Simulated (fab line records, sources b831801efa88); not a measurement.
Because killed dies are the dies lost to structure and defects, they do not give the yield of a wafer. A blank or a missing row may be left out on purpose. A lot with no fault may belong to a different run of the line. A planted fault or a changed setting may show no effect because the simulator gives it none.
The tool behind it: which one? ; flow gf180mcu ; 18 wafers from 6 lots sampled at 2 of the route's 602 steps

WHAT EACH GAUGE READ, for each wafer
GF_MVSD_TW_MEAS_11.
lot;measured;on;MVSD_TW
L244;day 5 14:28;film metro-04;1589 1610 1595
L246;day 6 03:16;film metro-01;1689 1692 1692
L248;day 6 15:56;film metro-04;1693 1706 1697
L254;day 8 02:23;film metro-04;1586 1603 1596
L259;day 9 06:47;film metro-01;1589 1589 1588
L261;day 9 21:58;film metro-04;1587 1584 1585

WHICH TOOL RAN EACH LOT (tool, then ch and the chambers of the sampled wafers, then the start)
lot;GF_MVSD_IMPLANT_08
L244;implanter-03 ch 0, day 5 14:04
L246;implanter-03 ch 0, day 6 02:52
L248;implanter-03 ch 0, day 6 15:33
L254;implanter-04 ch 0, day 8 01:59
L259;implanter-04 ch 0, day 9 06:25
L261;implanter-04 ch 0, day 9 21:34
- GF_MVSD_IMPLANT_08

THE ANSWER, worked out from the rows above alone
Rule: what is usual is taken from the lots themselves. Put in order of their means at a reading, lots are off if they are a third of the lots or fewer, leave a main group of 4 or more, and stand apart from it by a gap of 3 or more times the standard deviation of the main group's means; of several such gaps the widest counts. Not used: any main group whose means are identical at the precision the tables above print for the reading. A lot without any number at a reading at which 4 lots or more have one is off too. Where the step has rows for the other lots, those lots are counted as sound.
Off: L246, L248, seen at GF_MVSD_TW_MEAS_11 (MVSD_TW). The main group: mean 1592, standard deviation 5.
A tool fits if, at a process step before that reading, it ran every lot that is off, and no sound lot after the first of them. Those tools and the gauges at GF_MVSD_TW_MEAS_11 are tried in the same way. One fits: GF_MVSD_IMPLANT_08 on implanter-03. Its last sound lot is L244 (day 5 14:04), its first lot that is off L246 (day 6 02:52): a fault that began between those two fits.

WHAT WAS PUT IN BY THE SIMULATOR
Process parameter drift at GF_MVSD_IMPLANT_08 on implanter-03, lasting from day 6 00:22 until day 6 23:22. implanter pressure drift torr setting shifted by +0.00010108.
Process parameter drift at GF_MVSD_IMPLANT_08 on implanter-03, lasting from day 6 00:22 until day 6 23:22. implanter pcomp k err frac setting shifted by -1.
Shown lots that were struck: L246, L248. The rule above found the same.
